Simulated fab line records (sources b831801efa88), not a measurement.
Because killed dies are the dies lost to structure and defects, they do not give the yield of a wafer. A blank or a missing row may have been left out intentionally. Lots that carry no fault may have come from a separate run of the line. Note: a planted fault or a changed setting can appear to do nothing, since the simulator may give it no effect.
The tool behind it: which one? ; flow gf180mcu ; 39 wafers from 13 lots sampled at 5 of the route's 602 steps

## WHAT EACH GAUGE READ, for each wafer
GF_V4_BOW_MEAS_05.
lot;measured;on;V4_BOW (um)
L630;day 23 06:07;film metro-02;132 130 138
L633;day 24 15:36;film metro-01;144 142 153
L634;day 25 01:38;film metro-01;134 129 119
L636;day 25 22:51;film metro-01;132 127 128
L637;day 26 04:16;film metro-03;133 143 140
L638;day 26 20:11;film metro-02;143 143 125
L639;day 27 02:09;film metro-01;131 134 124
L641;day 27 06:34;film metro-02;142 136 135
L642;day 27 13:05;film metro-02;131 131 124
L644;day 28 06:11;film metro-02;144 138 142
L647;day 28 22:52;film metro-02;133 140 133
L650;day 29 19:41;film metro-02;132 139 139
L651;day 30 13:19;film metro-02;141 135 134

GF_MIM_THK_MEAS_06.
lot;measured;on;MIM_CVD_05_THK (nm)
L630;day 24 06:33;film metro-04;41.1 41.0 41.2
L633;day 25 13:20;film metro-02;40.9 41.3 41.6
L634;day 26 00:14;film metro-04;41.1 41.4 41.5
L636;day 26 20:53;film metro-02;41.1 41.1 41.4
L637;day 27 02:42;film metro-03;41.0 41.4 41.6
L638;day 27 17:35;film metro-03;41.7 41.2 41.4
L639;day 27 23:54;film metro-02;41.5 42.1 41.9
L641;day 28 03:59;film metro-04;41.6 41.2 42.2
L642;day 28 10:17;film metro-04;40.9 41.8 38.2
L644;day 29 03:46;film metro-04;41.3 40.6 41.9
L647;day 29 19:08;film metro-03;37.9 42.0 39.1
L650;day 30 16:22;film metro-04;41.6 42.2 42.9
L651;day 31 09:17;film metro-04;41.6 41.9 41.8

GF_M5_CD_MEAS_07 targets a cd of 280 nm.
lot;measured;on;cd nm (nm)
L630;day 26 02:43;cd sem-01;279.5 278.3 278.2
L633;day 27 06:22;cd sem-02;279.2 279.4 279.1
L634;day 27 16:14;cd sem-02;278.6 278.0 280.0
L636;day 28 12:21;cd sem-02;279.6 279.6 279.7
L637;day 28 18:10;cd sem-02;279.2 279.3 279.9
L638;day 29 09:11;cd sem-01;280.8 280.6 280.7
L639;day 29 14:53;cd sem-01;280.7 280.4 280.3
L641;day 29 18:40;cd sem-01;280.0 280.1 279.4
L642;day 30 00:41;cd sem-01;281.2 280.3 280.8
L644;day 30 15:01;cd sem-01;280.3 280.3 280.2
L647;day 31 08:22;cd sem-01;280.8 279.7 279.9
L650;day 32 04:14;cd sem-02;279.1 281.6 279.7
L651;day 32 19:59;cd sem-02;279.1 279.2 280.6

GF_M5_OVL_MEAS_08.
lot;measured;on;M5_OVL (nm)
L630;day 26 02:50;overlay-02;-1 -3 4
L633;day 27 06:29;overlay-02;1 0 4
L634;day 27 16:20;overlay-02;0 -2 5
L636;day 28 12:28;overlay-02;4 10 4
L637;day 28 18:15;overlay-01;4 -1 5
L638;day 29 09:17;overlay-01;1 -4 -6
L639;day 29 14:59;overlay-01;3 -2 5
L641;day 29 18:47;overlay-01;7 4 5
L642;day 30 00:46;overlay-01;0 4 3
L644;day 30 15:08;overlay-02;4 7 5
L647;day 31 08:29;overlay-01;4 7 6
L650;day 32 04:20;overlay-02;-2 9 -11
L651;day 32 20:05;overlay-02;4 3 0

## TOOL THAT RAN EACH LOT (tool first, then ch and the chambers of the sampled wafers, then the start)
lot;GF_MIM_CVD_05
L630;pecvd-01 ch 1,2, day 24 06:31
L633;pecvd-02 ch 0,1,2, day 25 13:18
L634;pecvd-01 ch 0,1,2, day 26 00:09
L636;pecvd-03 ch 1,2, day 26 20:50
L637;pecvd-02 ch 0,1,2, day 27 02:39
L638;pecvd-03 ch 0,1,2, day 27 17:31
L639;pecvd-01 ch 1,2, day 27 23:52
L641;pecvd-01 ch 0,1, day 28 03:57
L642;pecvd-01 ch 1,2, day 28 10:14
L644;pecvd-02 ch 0,1,2, day 29 03:43
L647;pecvd-01 ch 0,1, day 29 19:06
L650;pecvd-03 ch 0,1,2, day 30 16:20
L651;pecvd-03 ch 0,1, day 31 09:14
- GF_MIM_CVD_05: deposits Si3N4, target thk 42 nm, time 29.086 s.

## AS READ BY THE TOOLS THEMSELVES (means over the sampled wafers that have a number; for cases with no such wafer, the mark the record gives instead)
GF_MIM_CVD_05.
lot;tool;heater power w (W);run length s (s)
L630;pecvd-01;674;56.7
L633;pecvd-02;746;57.6
L634;pecvd-01;662;57.3
L636;pecvd-03;674;56.7
L637;pecvd-02;773;57.4
L638;pecvd-03;680;56.9
L639;pecvd-01;683;56.7
L641;pecvd-01;624;57.3
L642;pecvd-01;609;56.0
L644;pecvd-02;758;57.3
L647;pecvd-01;620;55.8
L650;pecvd-03;677;56.6
L651;pecvd-03;655;57.0

## THE ANSWER, worked out from the rows above alone
Rule: what is usual is taken from the lots themselves. The widest of any qualifying gaps counts: lots, ordered by their means at a reading, are off when they make up no more than a third of the lots, leave a main group of 4 or more, and stand apart from it by 3 or more times the standard deviation of that group's means. A main group whose means are all the same, to the digits that the tables above print for the reading, isn't used. Also off: a lot with no number at a reading for which 4 or more lots have one. All remaining lots with rows at the step are treated as sound. The gauges are gone through in route order, then the tools' own readings, and for those a lot's mean is taken as printed above. The first step at which some lot is off is used, and at that step the reading that is off furthest; a lot without a number counts as furthest.
Nothing can be told from this: no lot is off at any reading shown.

## WHAT THE SIMULATOR HAD PUT IN
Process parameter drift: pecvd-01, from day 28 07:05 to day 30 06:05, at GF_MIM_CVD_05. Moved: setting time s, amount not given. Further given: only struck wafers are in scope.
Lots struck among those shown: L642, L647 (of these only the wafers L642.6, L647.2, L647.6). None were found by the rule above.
